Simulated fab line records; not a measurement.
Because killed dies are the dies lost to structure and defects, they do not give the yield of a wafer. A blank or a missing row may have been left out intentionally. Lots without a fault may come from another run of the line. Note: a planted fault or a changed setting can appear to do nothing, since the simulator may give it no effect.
2 desks, one fault || flow gf180mcu || what lay behind the numbers comes last; until then each desk has only its own

== THE METROLOGY DESK ==
Lot by lot, what the gauges showed, no matter which tool ran the lot: averages of those sampled wafers that carry a number. A lot is out of limits, marked OUT, if its mean lies more than 4 standard deviations from the usual mean; the brackets give that distance.
Columns: A = V5_W_RS at GF_V5_RS_MEAS_24, usual 0.326 ohm/sq; B = V5_W_THK at GF_V5_THK_MEAS_25, usual 335 nm; C = TOP_METAL_ALCU_RS at GF_TOP_METAL_RS_MEAS_05, usual 0.0326 ohm/sq; D = TOP_METAL_ALCU_THK at GF_TOP_METAL_THK_MEAS_06, usual 914 nm; E = cd nm at GF_TOP_METAL_CD_MEAS_14, usual 438.8 nm; F = TOP_METAL_OVL at GF_TOP_METAL_OVL_MEAS_15, usual 0.4 nm
{"lot": "L996", "first seen here": "day 27 14:16", "A": 0.319, "B": 337, "C": 0.0331, "D": 911, "E": 437.9, "F": -1.5}
{"lot": "L100", "first seen here": "day 28 21:38", "A": 0.326, "B": 339, "C": 0.0325, "D": 927, "E": 441.7, "F": 1.4}
{"lot": "L107", "first seen here": "day 31 03:37", "A": 0.328, "B": 329, "C": 0.0327, "D": 912, "E": 435.6, "F": 0.2}
{"lot": "L113", "first seen here": "day 32 12:28", "A": 0.326, "B": 337, "C": 0.0326, "D": 915, "E": 436.6, "F": 4.4}
{"lot": "L118", "first seen here": "day 33 16:23", "A": 0.324, "B": 341, "C": 0.0332, "D": 897, "E": 438.7, "F": 2.5}
Finding of this desk: none of the 5 lots has anything out of limits.

== DESK OF THE TOOL OWNER: pvd sputter-02 ==
At GF_TOP_METAL_SPUTTER_04 (material TiN, target thk 25 nm, time 20.8 s) the tool's own readings: per lot run on this tool, the mean of the sampled wafers that have a number. A lot is out of limits, marked OUT, if its mean lies more than 4 standard deviations from the usual mean; the brackets give that distance.
Columns: A = cathode dc power W at GF_TOP_METAL_SPUTTER_04, usual 6500.2 W; B = chamber pressure pa at GF_TOP_METAL_SPUTTER_04, usual 0.4001 Pa; C = throttle valve pct at GF_TOP_METAL_SPUTTER_04, usual 29.8 %
{"lot": "L100", "first seen here": "day 28 22:16", "A": 6499.6, "B": 0.4001, "C": 30.3}
{"lot": "L107", "first seen here": "day 31 04:16", "A": 6500.0, "B": 0.4001, "C": 30.7}
Finding of this desk: none of the 2 lots has anything out of limits.

== ALL TOGETHER ==
The metrology desk saw nothing out of limits.
The desk of the tool owner found nothing out of limits.

== WHAT HAD BEEN PUT IN BY THE SIMULATOR ==
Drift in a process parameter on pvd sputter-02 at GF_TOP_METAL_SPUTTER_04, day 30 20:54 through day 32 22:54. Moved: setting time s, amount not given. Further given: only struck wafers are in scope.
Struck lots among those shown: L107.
